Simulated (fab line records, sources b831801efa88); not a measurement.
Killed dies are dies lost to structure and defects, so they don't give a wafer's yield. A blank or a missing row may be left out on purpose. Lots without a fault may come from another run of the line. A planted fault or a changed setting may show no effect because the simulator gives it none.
One fault seen from 2 desks | flow sky130 | each desk has only its own numbers; what lay behind them comes last

THE METROLOGY DESK
What the gauges read, lot by lot, whatever tool the lot ran on: means of the sampled wafers that have a number. A lot is out of limits, marked OUT, if its mean lies more than 4 standard deviations from the usual mean; the brackets give that distance.
Columns: A = POLY_GATE_OVL at SKY_POLY_GATE_OVL_MEAS_14, usual -1 nm
lot  | first seen here | A
L347 | day 16 00:24    | 2
L348 | day 16 16:32    | -1
L351 | day 17 15:16    | -6
L353 | day 18 15:34    | 1
L357 | day 20 05:35    | -3
L362 | day 21 21:38    | -4
L364 | day 22 10:16    | 11
L365 | day 23 13:12    | 2
L366 | day 23 15:13    | 0
L368 | day 23 23:36    | 7
L369 | day 24 11:48    | 4
L370 | day 24 14:40    | -4
This desk's finding: nothing out of limits on any of the 12 lots.

THE TOOL OWNER'S DESK: rie_metal-03
The tool's own readings at SKY_METAL1_ETCH_18 (etches BARC in N2/H2, stops on SiO2, time 45.9 s, target depth 60 nm): means of the sampled wafers that have a number, for each lot that ran on this tool. A lot is out of limits, marked OUT, if its mean lies more than 4 standard deviations from the usual mean; the brackets give that distance.
Columns: A = drypump_motor_current_A at SKY_METAL1_ETCH_18, usual 5.8 A; B = oes_product_au at SKY_METAL1_ETCH_18, usual 0.855 a.u.; C = run_length_s at SKY_METAL1_ETCH_18, usual 74.1 s; D = throttle_valve_pct at SKY_METAL1_ETCH_18, usual 13.225 %
lot  | first seen here | A   | B                | C               | D
L348 | day 32 22:35    | 6.1 | 0.850            | 74.4            | 13.228
L351 | day 34 15:02    | 6.1 | 0.856            | 74.3            | 13.221
L353 | day 34 20:52    | 6.1 | 0.851            | 75.2            | 13.222
L357 | day 36 01:07    | 6.1 | 0.832 (-5.1) OUT | 76.4 (+4.4) OUT | 13.214
L365 | day 38 19:49    | 6.1 | 0.859            | 74.2            | 13.223
This desk's finding: out of limits on L357; first on L357, day 36 01:07 (oes_product_au at SKY_METAL1_ETCH_18). In limits: L348, L351, L353, L365.

PUT TOGETHER
The tool owner's desk could have raised an alarm at day 36 01:07, on L357.
The metrology desk saw nothing out of limits.
The metrology desk has L357 on record, within its limits.
Of the lots named, all ran SKY_METAL1_ETCH_18 on rie_metal-03.

WHAT THE SIMULATOR HAD PUT IN
Process parameter drift: rie_metal-03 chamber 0, from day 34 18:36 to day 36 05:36, at SKY_METAL1_ETCH_18. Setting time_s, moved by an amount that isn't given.
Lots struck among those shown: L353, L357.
Hours from the fault's start to each desk's first reading out of limits: the tool owner's desk, 31.
